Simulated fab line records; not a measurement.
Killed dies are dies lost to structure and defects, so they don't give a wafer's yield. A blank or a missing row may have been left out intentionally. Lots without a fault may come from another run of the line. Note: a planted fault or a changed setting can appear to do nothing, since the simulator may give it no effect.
fab line records | flow sky130
[record] lots = 12 | wafers = 36 | last-day = 50
route steps=708 shown LDD_P@259 LI_CONTACT@383 CONTACT@407 PAD_OPEN@708
lots with no fault: from the same line, run without faults
start-h: the number of hours between the record's first day and the start of the first shown wafer of the lot | wait-h: how many hours have passed since the lot's step before this one | " the same as in the row above | L1.1+2: one row covering several wafers at once | - either no value or no given start | * or withheld: withheld | < > ~ a bound
route shown NAME@n: NAME is a module with steps in the file, n the number in the route of the first one | usual: the fault-free wafers' mean and standard deviation | same: alike in all rows | chamber/n: place in a boat | sites: the reading at each site | _std_site: standard deviation across them | _edge_site: mean of outer sites minus mean of inner sites | radius-mm: how far each site lies from the wafer's centre | mask NAME#n: copy n | behind: the most recent tool/chamber to have shaped the wafer | hold: why the lot went on hold/how many hours it stayed there/how the hold came to an end | device: the n, p or np transistor that did not switch | end of line: tests run on the same wafers once the route is complete | a step given without rows: its recipe and nothing more | killed: dies lost to structure and defects at the first sort, not the wafer's yield | map: shows each die of a wafer: x if killed, . if not, _ if none is there
set.NAME: setting as actually run; set.NAME@STEP: the setting as run at that earlier step | model.NAME: the simulator's own value behind a step, which no gauge read
steps of the route over a sample of lots; a table a step, a row a wafer
services: the hour from which a tool's chamber was out of use, counted from the record's first day as start-h (under 0 if before that day), plus the number of hours and why
[[steps]]
[step SKY_LDD_P_EXPOSE_04]
[recipe] mask-id = PSDM | na = 0.6 | source-shape = conventional | sigma-outer = 0.6 | polarization = unpolarized | target-cd-nm = 380 | dose-mj = 138
[usual] exposure-dose-mJ-cm2 = 138.81/0.13
lot.wafer | tool             | chamber | start-h | wait-h | mask   | exposure-dose-mJ-cm2
L125.1    | iline-stepper-02 | 0       | 420.86  | -      | PSDM#0 | 138.92
L125.3    | "                | 0       | "       | "      | PSDM#0 | 138.76
L125.6    | "                | 0       | "       | "      | PSDM#0 | 138.91
L126.1    | iline-stepper-01 | 0       | 434.09  | -      | PSDM#0 | 138.68
L126.4    | "                | 0       | "       | "      | PSDM#0 | 138.69
L126.5    | "                | 0       | "       | "      | PSDM#0 | 138.86
L128.4    | iline-stepper-02 | 0       | 453.03  | -      | PSDM#0 | 138.90
L128.5    | "                | 0       | "       | "      | PSDM#0 | 138.81
L128.6    | "                | 0       | "       | "      | PSDM#0 | 138.68
L129.1    | iline-stepper-01 | 0       | 457.68  | -      | PSDM#0 | 139.01
L129.3    | "                | 0       | "       | "      | PSDM#0 | 138.98
L129.6    | "                | 0       | "       | "      | PSDM#0 | 138.76
L130.1    | iline-stepper-02 | 0       | 479.95  | -      | PSDM#0 | 138.90
L130.3    | "                | 0       | "       | "      | PSDM#0 | 138.82
L130.5    | "                | 0       | "       | "      | PSDM#0 | 138.99
L132.3    | iline-stepper-01 | 0       | 486.74  | -      | PSDM#0 | 138.94
L132.4    | "                | 0       | "       | "      | PSDM#0 | 139.02
L132.5    | "                | 0       | "       | "      | PSDM#0 | 138.73
L133.1    | iline-stepper-02 | 0       | 496.46  | -      | PSDM#0 | 138.91
L133.3    | "                | 0       | "       | "      | PSDM#0 | 138.81
L133.6    | "                | 0       | "       | "      | PSDM#0 | 138.99
L136.1    | iline-stepper-01 | 0       | 521.22  | -      | PSDM#0 | 138.69
L136.2    | "                | 0       | "       | "      | PSDM#0 | 138.72
L136.3    | "                | 0       | "       | "      | PSDM#0 | 138.69
L138.1    | iline-stepper-02 | 0       | 534.81  | -      | PSDM#0 | 138.67
L138.3    | "                | 0       | "       | "      | PSDM#0 | 138.52
L138.4    | "                | 0       | "       | "      | PSDM#0 | 138.58
L142.2    | iline-stepper-01 | 0       | 570.45  | -      | PSDM#0 | 139.07
L142.5    | "                | 0       | "       | "      | PSDM#0 | 138.64
L142.6    | "                | 0       | "       | "      | PSDM#0 | 138.74
L145.1    | iline-stepper-01 | 0       | 593.72  | -      | PSDM#0 | 138.74
L145.4    | "                | 0       | "       | "      | PSDM#0 | 138.87
L145.5    | "                | 0       | "       | "      | PSDM#0 | 138.97
L147.2    | iline-stepper-02 | 0       | 613.33  | -      | PSDM#0 | 139.08
L147.4    | "                | 0       | "       | "      | PSDM#0 | 138.96
L147.6    | "                | 0       | "       | "      | PSDM#0 | 139.01
[step SKY_LDD_P_OVL_MEAS_08]
[usual] LDD_P_OVL = -1.4/1.5
lot.wafer | tool       | chamber | start-h | wait-h | hold                     | LDD_P_OVL[nm]
L125.1    | overlay-02 | -       | 436.47  | 0.1    | -                        | -3.0
L125.3    | "          | -       | "       | "      | -                        | -2.2
L125.6    | "          | -       | "       | "      | -                        | -1.7
L126.1    | overlay-02 | -       | 448.53  | 0.1    | -                        | 1.6
L126.4    | "          | -       | "       | "      | -                        | -1.1
L126.5    | "          | -       | "       | "      | -                        | -1.9
L128.4    | overlay-01 | -       | 468.94  | 0.1    | -                        | 1.1
L128.5    | "          | -       | "       | "      | -                        | 0.2
L128.6    | "          | -       | "       | "      | -                        | -0.3
L129.1    | overlay-01 | -       | 472.48  | 0.1    | -                        | -2.3
L129.3    | "          | -       | "       | "      | -                        | -2.9
L129.6    | "          | -       | "       | "      | -                        | 0.4
L130.1    | overlay-02 | -       | 496.23  | 0.1    | -                        | -3.0
L130.3    | "          | -       | "       | "      | -                        | -4.9
L130.5    | "          | -       | "       | "      | -                        | -3.7
L132.3    | overlay-01 | -       | 502.29  | 0.1    | -                        | -2.0
L132.4    | "          | -       | "       | "      | -                        | -1.0
L132.5    | "          | -       | "       | "      | -                        | -0.7
L133.1    | overlay-02 | -       | 510.57  | 0.1    | -                        | -3.5
L133.3    | "          | -       | "       | "      | -                        | -3.5
L133.6    | "          | -       | "       | "      | -                        | -3.6
L136.1    | overlay-02 | -       | 535.97  | 0.1    | -                        | 0.1
L136.2    | "          | -       | "       | "      | -                        | -1.5
L136.3    | "          | -       | "       | "      | -                        | -1.1
L138.1    | overlay-01 | -       | 548.60  | 0.1    | -                        | -1.5
L138.3    | "          | -       | "       | "      | -                        | -2.6
L138.4    | "          | -       | "       | "      | -                        | -3.1
L142.2    | overlay-01 | -       | 585.53  | 0.1    | await-dispo/0.2h/release | 2.7
L142.5    | "          | -       | "       | "      | await-dispo/0.2h/release | 3.1
L142.6    | "          | -       | "       | "      | await-dispo/0.2h/release | 2.8
L142.2    | overlay-01 | -       | 585.73  | 0.2    | -                        | 4.5
L142.5    | "          | -       | "       | "      | -                        | 4.6
L142.6    | "          | -       | "       | "      | -                        | 4.1
L145.1    | overlay-02 | -       | 608.58  | 0.1    | await-dispo/0.2h/release | 7.0
L145.4    | "          | -       | "       | "      | await-dispo/0.2h/release | 6.0
L145.5    | "          | -       | "       | "      | await-dispo/0.2h/release | 6.4
L145.1    | overlay-02 | -       | 608.84  | 0.3    | -                        | 9.1
L145.4    | "          | -       | "       | "      | -                        | 8.0
L145.5    | "          | -       | "       | "      | -                        | 7.2
L147.2    | overlay-02 | -       | 628.38  | 0.1    | -                        | -1.1
L147.4    | "          | -       | "       | "      | -                        | -0.1
L147.6    | "          | -       | "       | "      | -                        | 0.2
[step SKY_LI_CONTACT_CVD_21]
[recipe] material = W | target-thk-nm = 400 | time-s = 120.56 | temp-c = 400 | pressure-torr = 40
[usual] heater-power-outer-w = 501/22 | heater-power-w = 805/30
lot.wafer | tool     | chamber | start-h | wait-h | heater-power-outer-w | heater-power-w
L125.1    | cvd-w-01 | 0       | 683.32  | 0.0    | 489                  | 794
L125.3    | "        | 1       | "       | "      | 511                  | 837
L125.6    | "        | 0       | "       | "      | 494                  | 785
L126.1    | cvd-w-01 | 0       | 696.27  | 0.0    | 483                  | 783
L126.4    | "        | 1       | "       | "      | 503                  | 830
L126.5    | "        | 0       | "       | "      | 495                  | 766
L128.4    | cvd-w-02 | 1       | 714.08  | 0.0    | 536                  | 795
L128.5    | "        | 1       | "       | "      | 524                  | 802
L128.6    | "        | 0       | "       | "      | 481                  | 778
L129.1    | cvd-w-01 | 1       | 714.92  | 0.0    | 509                  | 852
L129.3    | "        | 1       | "       | "      | 506                  | 846
L129.6    | "        | 0       | "       | "      | 473                  | 792
L130.1    | cvd-w-01 | 1       | 733.32  | 0.0    | 488                  | 844
L130.3    | "        | 0       | "       | "      | 493                  | 769
L130.5    | "        | 1       | "       | "      | 517                  | 848
L132.3    | cvd-w-01 | 1       | 740.10  | 0.1    | 519                  | 851
L132.4    | "        | 0       | "       | "      | 498                  | 787
L132.5    | "        | 1       | "       | "      | 522                  | 839
L133.1    | cvd-w-01 | 0       | 747.84  | 0.0    | 490                  | 781
L133.3    | "        | 1       | "       | "      | 521                  | 827
L133.6    | "        | 1       | "       | "      | 523                  | 827
L136.1    | cvd-w-02 | 1       | 770.35  | 0.0    | 546                  | 794
L136.2    | "        | 0       | "       | "      | 459                  | 776
L136.3    | "        | 0       | "       | "      | 461                  | 779
L138.1    | cvd-w-01 | 1       | 783.24  | 0.0    | 507                  | 862
L138.3    | "        | 1       | "       | "      | 512                  | 831
L138.4    | "        | 0       | "       | "      | 490                  | 792
L142.2    | cvd-w-01 | 1       | 813.68  | 0.0    | 520                  | 838
L142.5    | "        | 0       | "       | "      | 498                  | 796
L142.6    | "        | 1       | "       | "      | 521                  | 838
L145.1    | cvd-w-01 | 0       | 837.30  | 0.0    | 486                  | 783
L145.4    | "        | 0       | "       | "      | 491                  | 784
L145.5    | "        | 1       | "       | "      | 492                  | 852
L147.2    | cvd-w-02 | 1       | 850.42  | 0.0    | 535                  | 822
L147.4    | "        | 0       | "       | "      | 484                  | 768
L147.6    | "        | 0       | "       | "      | 467                  | 759
[step SKY_CONTACT_THK_MEAS_01]
[recipe] reads = Si3N4_of_CONTACT_CVD_00
[usual] CONTACT_CVD_00_THK = 75.6/1.1
lot.wafer | tool          | chamber | start-h | wait-h | CONTACT_CVD_00_THK[nm]
L125.1    | film-metro-03 | -       | 712.63  | -      | 74.3
L125.3    | "             | -       | "       | "      | 74.6
L125.6    | "             | -       | "       | "      | 76.4
L126.1    | film-metro-01 | -       | 725.83  | -      | 74.2
L126.4    | "             | -       | "       | "      | 75.1
L126.5    | "             | -       | "       | "      | 75.2
L128.4    | film-metro-03 | -       | 743.48  | -      | 75.3
L128.5    | "             | -       | "       | "      | 75.3
L128.6    | "             | -       | "       | "      | 75.9
L129.1    | film-metro-01 | -       | 744.05  | -      | 74.1
L129.3    | "             | -       | "       | "      | 73.6
L129.6    | "             | -       | "       | "      | 75.1
L130.1    | film-metro-04 | -       | 762.07  | -      | 74.6
L130.3    | "             | -       | "       | "      | 75.9
L130.5    | "             | -       | "       | "      | 76.9
L132.3    | film-metro-01 | -       | 768.89  | -      | 76.4
L132.4    | "             | -       | "       | "      | 76.9
L132.5    | "             | -       | "       | "      | 77.1
L133.1    | film-metro-03 | -       | 776.82  | -      | 73.5
L133.3    | "             | -       | "       | "      | 75.0
L133.6    | "             | -       | "       | "      | 75.9
L136.1    | film-metro-03 | -       | 799.39  | -      | 74.5
L136.2    | "             | -       | "       | "      | 74.3
L136.3    | "             | -       | "       | "      | 74.1
L138.1    | film-metro-03 | -       | 811.98  | -      | 75.1
L138.3    | "             | -       | "       | "      | 75.5
L138.4    | "             | -       | "       | "      | 75.6
L142.2    | film-metro-04 | -       | 841.31  | -      | 75.6
L142.5    | "             | -       | "       | "      | 75.5
L142.6    | "             | -       | "       | "      | 76.5
L145.1    | film-metro-01 | -       | 864.40  | -      | 76.2
L145.4    | "             | -       | "       | "      | 76.2
L145.5    | "             | -       | "       | "      | 77.3
L147.2    | film-metro-04 | -       | 877.17  | -      | 74.5
L147.4    | "             | -       | "       | "      | 73.9
L147.6    | "             | -       | "       | "      | 74.1
[step SKY_CONTACT_STRIP_19]
[recipe] chemistry = O2/N2 | power-w = 1400 | pressure-mtorr = 1500 | platen-temp-c = withheld | o2-flow-sccm = 3000 | n2-flow-sccm = 300 | overash-fraction = 0.5
[usual] chamber-pressure-mTorr = 1500.0/1.2 | drypump-motor-current-A = 6.2/0.37 | oes-product-au = 0.381/0.0047 | strip-time-to-endpoint-s = 3.63/0.032
lot.wafer | tool            | chamber | start-h | wait-h | chamber-pressure-mTorr | drypump-motor-current-A | oes-product-au | rf-hours-counter-h | strip-time-to-endpoint-s
L125.1    | plasma-asher-04 | 1       | 741.52  | -      | 1500.5                 | 5.8                     | 0.374          | 92                 | 3.64
L125.3    | "               | 1       | "       | "      | 1498.8                 | 5.8                     | 0.384          | -                  | 3.66
L125.6    | "               | 1       | "       | "      | 1501.7                 | 5.8                     | 0.384          | -                  | 3.63
L126.1    | plasma-asher-04 | 1       | 754.02  | -      | 1499.5                 | 5.8                     | 0.388          | 93                 | 3.68
L126.4    | "               | 1       | "       | "      | 1500.5                 | 5.8                     | 0.386          | -                  | 3.58
L126.5    | "               | 0       | "       | "      | 1498.2                 | 6.4                     | 0.382          | -                  | 3.67
L128.4    | plasma-asher-01 | 1       | 771.51  | -      | 1499.6                 | 6.4                     | 0.380          | -                  | 3.61
L128.5    | "               | 1       | "       | "      | 1501.6                 | 6.4                     | 0.376          | -                  | 3.61
L128.6    | "               | 0       | "       | "      | 1497.1                 | 6.7                     | 0.382          | -                  | 3.64
L129.1    | plasma-asher-03 | 0       | 775.74  | -      | 1498.2                 | 5.7                     | 0.380          | 3                  | 3.66
L129.3    | "               | 1       | "       | "      | 1500.3                 | 6.4                     | 0.383          | -                  | 3.63
L129.6    | "               | 0       | "       | "      | 1501.6                 | 5.7                     | 0.379          | -                  | 3.65
L130.1    | plasma-asher-01 | 0       | 790.12  | -      | 1500.6                 | 6.7                     | 0.382          | 37                 | 3.66
L130.3    | "               | 0       | "       | "      | 1499.5                 | 6.7                     | 0.379          | -                  | 3.65
L130.5    | "               | 0       | "       | "      | 1500.0                 | 6.7                     | 0.386          | -                  | 3.64
L132.3    | plasma-asher-04 | 0       | 796.41  | -      | 1500.4                 | 6.4                     | 0.383          | -                  | 3.67
L132.4    | "               | 1       | "       | "      | 1498.4                 | 5.8                     | 0.382          | -                  | 3.64
L132.5    | "               | 0       | "       | "      | 1499.8                 | 6.4                     | 0.376          | -                  | 3.67
L133.1    | plasma-asher-04 | 0       | 804.42  | -      | 1500.3                 | 6.4                     | 0.384          | 98                 | 3.66
L133.3    | "               | 0       | "       | "      | 1499.4                 | 6.4                     | 0.375          | -                  | 3.56
L133.6    | "               | 1       | "       | "      | 1498.4                 | 5.8                     | 0.384          | -                  | 3.62
L136.1    | plasma-asher-03 | 0       | 826.66  | -      | 1498.5                 | 5.6                     | 0.378          | 8                  | 3.62
L136.2    | "               | 1       | "       | "      | 1500.8                 | 6.4                     | 0.389          | 8                  | 3.66
L136.3    | "               | 0       | "       | "      | 1498.7                 | 5.7                     | 0.383          | -                  | 3.60
L138.1    | plasma-asher-03 | 1       | 839.22  | -      | 1499.9                 | 6.4                     | 0.386          | 10                 | 3.65
L138.3    | "               | 0       | "       | "      | 1502.4                 | 5.7                     | 0.384          | -                  | 3.64
L138.4    | "               | 1       | "       | "      | 1498.2                 | 6.4                     | 0.380          | -                  | 3.60
L142.2    | plasma-asher-03 | 1       | 868.07  | -      | 1500.5                 | 6.4                     | 0.382          | 13                 | 3.58
L142.5    | "               | 1       | "       | "      | 1499.7                 | 6.4                     | 0.388          | -                  | 3.66
L142.6    | "               | 0       | "       | "      | 1499.0                 | 5.7                     | 0.379          | -                  | 3.68
L145.1    | plasma-asher-03 | 1       | 890.81  | -      | 1499.7                 | 6.4                     | 0.380          | 16                 | 3.64
L145.4    | "               | 1       | "       | "      | 1501.1                 | 6.4                     | 0.375          | -                  | 3.56
L145.5    | "               | 1       | "       | "      | 1500.6                 | 6.4                     | 0.382          | -                  | 3.67
L147.2    | plasma-asher-01 | 0       | 903.76  | -      | 1499.9                 | 6.7                     | 0.373          | 46                 | 3.59
L147.4    | "               | 1       | "       | "      | 1500.6                 | 6.4                     | 0.374          | -                  | 3.58
L147.6    | "               | 0       | "       | "      | 1499.2                 | 6.7                     | 0.386          | -                  | 3.65
[step SKY_PAD_OPEN_PROBE_99]
[usual] killed_at_M0_to_M3 = 44/6.8 | killed_at_M4_up = 2.9/1.7 | killed-at-contacts = 24/5.2 | killed-at-front-end = 15/4 | killed-at-other = 0.2/0.44 | killed-dies = 86/9.9 | killed-on-rim = 17/3.7 | killed-open = 47/7.9 | killed-short = 39/6.3
[same] gross-dies = 492 | killed-at-back-side = 0
lot.wafer | tool      | chamber | start-h | wait-h | killed_at_M0_to_M3 | killed_at_M4_up | killed-at-contacts | killed-at-front-end | killed-at-other | killed-dies | killed-on-rim | killed-open | killed-short
L128.4    | prober-02 | -       | 1105.33 | 0.2    | 49                 | 7               | 16                 | 17                  | 1               | 90          | 19            | 42          | 48
L128.5    | prober-02 | -       | 1105.38 | 0.2    | 50                 | 4               | 20                 | 18                  | 0               | 92          | 28            | 48          | 42
L128.6    | prober-02 | -       | 1105.43 | 0.2    | 48                 | 3               | 21                 | 22                  | 0               | 94          | 19            | 52          | 42
L130.1    | prober-02 | -       | 1118.78 | 0.1    | 47                 | 2               | 29                 | 18                  | 1               | 97          | 16            | 53          | 44
L130.3    | prober-02 | -       | 1118.88 | 0.2    | 41                 | 3               | 29                 | 22                  | 0               | 95          | 21            | 57          | 37
L130.5    | prober-02 | -       | 1118.98 | 0.2    | 35                 | 3               | 30                 | 15                  | 0               | 83          | 20            | 41          | 42
L133.1    | prober-01 | -       | 1127.55 | 0.1    | 39                 | 3               | 20                 | 12                  | 0               | 74          | 15            | 39          | 35
L133.3    | prober-01 | -       | 1127.65 | 0.2    | 52                 | 0               | 24                 | 13                  | 1               | 90          | 20            | 43          | 47
L133.6    | prober-01 | -       | 1127.80 | 0.2    | 44                 | 6               | 24                 | 9                   | 0               | 83          | 15            | 40          | 43
L142.2    | prober-02 | -       | 1175.34 | 0.1    | 33                 | 1               | 23                 | 12                  | 0               | 69          | 9             | 34          | 35
L142.5    | prober-02 | -       | 1175.49 | 0.2    | 57                 | 1               | 20                 | 16                  | 1               | 95          | 17            | 48          | 47
L142.6    | prober-02 | -       | 1175.54 | 0.2    | 31                 | 6               | 16                 | 13                  | 0               | 66          | 11            | 31          | 35
// killed by level:class
L128.4 VIA2:geometric-particle:open=11 METAL1:geometric-particle:short=10 CONTACT:geometric-particle:open=8 POLY_GATE:geometric-particle:short=7 METAL4:geometric-particle:short=6 VIA1:geometric-particle:open=6 FIELD_ISO:geometric-particle:open=5 METAL2:geometric-particle:short=5
L128.5 CONTACT:geometric-particle:open=11 METAL2:geometric-particle:short=10 VIA1:geometric-particle:open=8 METAL1:geometric-particle:short=6 POLY_GATE:geometric-particle:short=5 POLY_GATE:geometric-particle:open=5 VIA1:geometric-particle:short=5 VIA3:geometric-particle:open=5
L128.6 VIA1:geometric-particle:open=14 VIA2:geometric-particle:open=9 POLY_GATE:geometric-particle:open=8 METAL1:geometric-particle:short=7 LI_CONTACT:geometric-particle:open=6 CONTACT:geometric-particle:short=6 POLY_GATE:geometric-particle:short=5 CONTACT:geometric-particle:open=5
L130.1 LI_CONTACT:geometric-particle:open=11 CONTACT:geometric-particle:open=9 VIA2:geometric-particle:open=9 METAL1:geometric-particle:short=8 VIA1:geometric-particle:short=7 VIA1:geometric-particle:open=7 VIA3:geometric-particle:open=7 POLY_GATE:geometric-particle:short=6
L130.3 CONTACT:geometric-particle:open=12 VIA2:geometric-particle:open=11 VIA1:geometric-particle:open=9 FIELD_ISO:geometric-particle:open=6 LI_CONTACT:geometric-particle:open=6 METAL2:geometric-particle:short=5 CONTACT:geometric-particle:short=5 FIELD_ISO:geometric-particle:short=4
L130.5 LI_CONTACT:geometric-particle:open=10 LOCAL_INTERCONNECT:geometric-particle:short=8 CONTACT:geometric-particle:open=7 METAL2:geometric-particle:short=7 VIA2:geometric-particle:open=6 METAL3:geometric-particle:short=5 VIA1:geometric-particle:open=4 FIELD_ISO:geometric-particle:short=3
L133.1 CONTACT:geometric-particle:open=10 VIA1:geometric-particle:open=10 CONTACT:geometric-particle:short=5 METAL1:geometric-particle:short=5 VIA2:geometric-particle:open=5 VIA1:geometric-particle:short=4 METAL2:geometric-particle:short=4 POLY_GATE:geometric-particle:short=3
L133.3 VIA1:geometric-particle:open=11 CONTACT:geometric-particle:open=9 METAL2:geometric-particle:short=8 LOCAL_INTERCONNECT:geometric-particle:short=7 VIA1:geometric-particle:short=7 VIA2:geometric-particle:open=7 METAL1:geometric-particle:short=6 VIA3:geometric-particle:open=6
L133.6 VIA1:geometric-particle:open=13 CONTACT:geometric-particle:open=8 CONTACT:geometric-particle:short=7 METAL1:geometric-particle:short=7 VIA3:geometric-particle:open=7 LI_CONTACT:geometric-particle:open=6 METAL4:geometric-particle:short=5 FIELD_ISO:geometric-particle:short=4
L142.2 CONTACT:geometric-particle:open=11 METAL2:geometric-particle:short=8 METAL1:geometric-particle:short=5 VIA3:geometric-particle:open=5 LI_CONTACT:geometric-particle:open=4 CONTACT:geometric-particle:short=4 VIA2:geometric-particle:short=4 VIA2:geometric-particle:open=4
L142.5 VIA1:geometric-particle:open=14 CONTACT:geometric-particle:open=8 VIA2:geometric-particle:open=8 VIA3:geometric-particle:open=7 METAL1:geometric-particle:short=6 VIA1:geometric-particle:short=6 METAL2:geometric-particle:short=6 FIELD_ISO:geometric-particle:short=5
L142.6 LOCAL_INTERCONNECT:geometric-particle:short=7 VIA1:geometric-particle:open=7 POLY_GATE:geometric-particle:short=6 VIA3:geometric-particle:open=5 LI_CONTACT:geometric-particle:open=4 METAL2:geometric-particle:short=4 CONTACT:geometric-particle:open=3 METAL1:geometric-particle:short=3
[[services]]
tool             | chamber | start-h | hours | kind
iline-stepper-01 | -       | 404.67  | 1.7   | pm
plasma-asher-03  | -       | 416.80  | 2.8   | pm
plasma-asher-01  | -       | 421.33  | 9.0   | pm
cvd-w-02         | 1       | 437.04  | 1.8   | repair
plasma-asher-01  | -       | 475.39  | 5.9   | repair
plasma-asher-03  | -       | 479.09  | 0.7   | repair
plasma-asher-03  | -       | 498.32  | 3.3   | repair
cvd-w-02         | -       | 498.55  | 0.8   | repair
cvd-w-02         | -       | 533.72  | 2.7   | repair
plasma-asher-04  | -       | 553.02  | 4.3   | pm
iline-stepper-02 | -       | 604.15  | 1.7   | pm
iline-stepper-01 | -       | 622.85  | 1.7   | pm
plasma-asher-03  | -       | 641.31  | 2.7   | repair
iline-stepper-01 | -       | 646.57  | 4.4   | pm
plasma-asher-04  | -       | 694.38  | 4.5   | repair
plasma-asher-03  | -       | 733.75  | 9.0   | pm
iline-stepper-02 | -       | 822.26  | 1.7   | pm
cvd-w-01         | -       | 823.83  | 2.0   | repair
iline-stepper-01 | -       | 839.07  | 2.3   | repair
iline-stepper-01 | -       | 841.38  | 1.7   | pm
iline-stepper-01 | -       | 848.90  | 8.9   | repair
iline-stepper-01 | -       | 859.29  | 6.9   | repair
cvd-w-01         | -       | 859.36  | 13.1  | repair
cvd-w-01         | -       | 866.60  | 1.5   | repair
[[key]]
[first-sign] step = SKY_LDD_P_OVL_MEAS_08 | reading = visit | direction = added
[effect] step = SKY_LDD_P_OVL_MEAS_08 | reading = LDD_P_OVL | direction = up | sigmas = 4.1 | usual = -1.4 | struck = 4.7
met-at SKY_LDD_P_EXPOSE_04
struck-lots L142,L145
tester-left-out L142,L145
not-acting-at SKY_LI_CONTACT_CVD_21,SKY_CONTACT_THK_MEAS_01,SKY_CONTACT_STRIP_19
onset-between 521.22 570.45
[fault] kind = scanner-matching-overlay | tool = iline-stepper-01 | chamber = - | onset-h = 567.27 | steps = SKY_LDD_P_EXPOSE_04 | offset = 5.7145
// tester-left-out: of these lots the tester's yield and bins aren't shown, on N5 and GAA mostly nor the transistor test; their killed dies are dies lost to structure and defects alone, not to doping, threshold or leakage, so they don't give the yield
